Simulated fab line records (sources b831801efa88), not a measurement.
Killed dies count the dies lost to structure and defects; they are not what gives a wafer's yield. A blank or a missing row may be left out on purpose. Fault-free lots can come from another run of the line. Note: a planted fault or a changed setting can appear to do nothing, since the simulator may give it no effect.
A struck lot beside a sound one / flow sfq line / 31 out of 325 route steps
Sound: the wafers L811.1, L811.2, L811.3. Struck: wafer L831.5. (L831.1, L831.2 of the same lot were not struck and are left out.) The cause comes at the end.
Per side, at each step with rows, come the tool, then ch with its chambers, and then its first start. Under that, the readings that differ: sound wafers / struck wafers / difference of the means / sigmas: that difference in standard deviations of wafers without a fault.
alike: readings with means less than 2 such deviations apart, plus words and numbers identical on both sides. not compared: withheld readings, readings lacking a value on some wafer, bounds such as >300 that could conceal the same value, and numbers that have no deviation in the record and whose values overlap.
Wherever a step has rows on one side only, a row that says differs or no value, or a row with sigmas, the two part there. Non-overlapping numbers with no deviation appear without sigmas and do not part them. A reading missing from all wafers of one side parts the sides only when that side holds two or more wafers.

SFQ_INCOMING_BOW_MEAS_900:
  sound on film metro-02, day 1 10:00; struck on film metro-01, day 5 14:00
  alike: INCOMING_BOW
then, 1 step without rows for these wafers: SFQ_TRILAYER_INCOMING_OXIDATION_002 (target thk 500 nm, ox time 4939 s).
SFQ_TRILAYER_L0_DEP_SPUTTER_003: material MoNx KI, target thk 40 nm, time 100 s.
  sound on pvd sputter-06, day 1 12:29; struck on pvd sputter-06, day 5 16:29
reading=model.MoNx_KI_of_TRILAYER_L0_DEP_SPUTTER_003.thk nm (nm); sound=40.54 40.55 40.75; struck=59.9; difference=+19.3; sigmas=
  alike: chamber pressure pa, throttle valve pct
SFQ_L0_RS_MEAS_901: the measuring method here is four-point-probe.
  sound on film metro-04, day 1 12:34; struck on film metro-04, day 5 16:51
reading=L0_MONX_KI_RS (ohm/sq); sound=42.9 43.0 42.7; struck=29.0; difference=-13.9; sigmas=-36
  not compared: hold
SFQ_L0_THK_MEAS_902: measures by xrf.
  sound on film metro-04, day 1 12:41; struck on film metro-04, day 5 19:30
reading=L0_MONX_KI_THK (nm); sound=41.1 41.0 41.1; struck=60.9; difference=+19.8; sigmas=+55
  not compared: hold
then, 5 steps without rows for these wafers: SFQ_TRILAYER_L0_LITHO_COAT_005 (resist thk 600 nm); SFQ_TRILAYER_L0_LITHO_SOFTBAKE_009; SFQ_TRILAYER_L0_LITHO_EXPOSE_006 (exposes mask L0, target cd 2000 nm); SFQ_TRILAYER_L0_LITHO_PEB_008 (peb time 60 s); SFQ_TRILAYER_L0_LITHO_DEVELOP_007 (time 60 s).
-- the record jumps here: 4 days lie between the struck wafers' starts before and after --
SFQ_TRILAYER_L0_BARC_OPEN_METAL_ETCH_010: etches BARC in O2, target depth 125 nm, time 41.7 s.
  sound on rie metal-03 ch 0,1, day 4 01:46; struck on rie metal-04 ch 1, day 9 12:34
  alike: drypump motor current A, oes product au
  not compared: rf hours counter h
SFQ_TRILAYER_L0_ETCH_METAL_ETCH_008: etches MoNx KI in SF6/O2, stops on SiO2, target depth 50 nm, time 25 s.
  sound on rie metal-03 ch 0,1, day 4 01:50; struck on rie metal-04 ch 1, day 9 12:38
reading=oes product au (a.u.); sound=0.874 0.883 0.878; struck=0.991; difference=+0.113; sigmas=+19
  alike: drypump motor current A
  not compared: rf hours counter h
SFQ_TRILAYER_L0_STRIP_STRIP_009: strips in O2.
  sound on rie metal-03 ch 0,1, day 4 01:52; struck on rie metal-04 ch 1, day 9 12:41
  alike: drypump motor current A, oes product au
  not compared: rf hours counter h
then, 1 step without rows for these wafers: SFQ_TRILAYER_L0_STRIP_SOLV_CLEAN_010 (cleans in NMP, time 600 s).
SFQ_TRILAYER_L0_CAP_PECVD_011: deposits SiO2 from SiH4/N2O, time 13.333 s, target thk 60 nm.
  sound on pecvd-04 ch 0,1,2, day 4 02:39; struck on pecvd-01 ch 0, day 9 13:27
  alike: heater power w, throttle valve pct
then, 6 steps without rows for these wafers: SFQ_TRILAYER_L0_VIA_LITHO_COAT_018 (resist thk 62 nm); SFQ_TRILAYER_L0_VIA_LITHO_COAT_013 (resist thk 650 nm); SFQ_TRILAYER_L0_VIA_LITHO_SOFTBAKE_017; SFQ_TRILAYER_L0_VIA_LITHO_EXPOSE_014 (exposes mask L0V, target cd 700 nm); SFQ_TRILAYER_L0_VIA_LITHO_PEB_016 (peb time 60 s); SFQ_TRILAYER_L0_VIA_LITHO_DEVELOP_015 (time 60 s).
-- the record jumps here: 5 days lie between the struck wafers' starts before and after --
SFQ_L0V_OVL_MEAS_903:
  sound on overlay-01, day 7 12:28; struck on overlay-01, day 14 06:05
  alike: L0V_OVL
then, 1 step without rows for these wafers: SFQ_TRILAYER_L0_VIA_BARC_OPEN_VIA_ETCH_021 (etches BARC in O2, target depth 125 nm, time 41.7 s).
SFQ_TRILAYER_L0_VIA_ETCH_VIA_ETCH_016: etches SiO2 in CHF3, stops on MoNx KI, target depth 80 nm.
  sound on rie diel-02 ch 1,2,3, day 7 12:33; struck on rie diel-01 ch 3, day 14 06:10
reading=drypump motor current A (A); sound=6.2 5.3 6.0; struck=4.8; difference=-1.0; sigmas=-2
reading=oes product au (a.u.); sound=0.839 0.833 0.840; struck=0.858; difference=+0.021; sigmas=+2
SFQ_TRILAYER_L0_VIA_STRIP_STRIP_017: strips in O2.
  sound on rie metal-04 ch 0,1, day 7 12:36; struck on rie metal-04 ch 1, day 14 06:13
  alike: drypump motor current A, oes product au
  not compared: rf hours counter h
then, 3 steps without rows for these wafers: SFQ_TRILAYER_L0_VIA_STRIP_SOLV_CLEAN_018 (cleans in NMP, time 600 s); SFQ_TRILAYER_M0_DEP_PRE_CLEAN_020 (time 15 s); SFQ_TRILAYER_M0_DEP_SPUTTER_019 (material Nb, target thk 200 nm, time 133.3 s).
SFQ_M0_RS_MEAS_904: the measuring method here is four-point-probe.
  sound on film metro-01, day 7 13:41; struck on film metro-03, day 14 07:07
  alike: M0_NB_RS
then, 1 step without rows for these wafers: SFQ_TRILAYER_M0_LITHO_COAT_026 (resist thk 62 nm).
-- the record jumps here: 79 days lie between the struck wafers' starts before and after --
SFQ_M8_BOW_MEAS_951:
  sound on film metro-02, day 74 03:59; struck on film metro-02, day 92 23:26
reading=model.etest.l0.ohm sq; sound=42.96 42.96 42.75; struck=29.08; difference=-13.81; sigmas=
reading=model.etest.l0.comb log10 ohm; sound=12 12 12; struck=0; difference=-12; sigmas=
  alike: M8_BOW

## WHERE THEY PART
Last at SFQ_TRILAYER_L0_VIA_ETCH_VIA_ETCH_016 as far as this record goes, first at SFQ_L0_RS_MEAS_901. Later steps at which nothing parts them and some readings are alike: SFQ_TRILAYER_L0_VIA_STRIP_STRIP_017, SFQ_M0_RS_MEAS_904, SFQ_M8_BOW_MEAS_951.

WHY: what had been put in by the simulator
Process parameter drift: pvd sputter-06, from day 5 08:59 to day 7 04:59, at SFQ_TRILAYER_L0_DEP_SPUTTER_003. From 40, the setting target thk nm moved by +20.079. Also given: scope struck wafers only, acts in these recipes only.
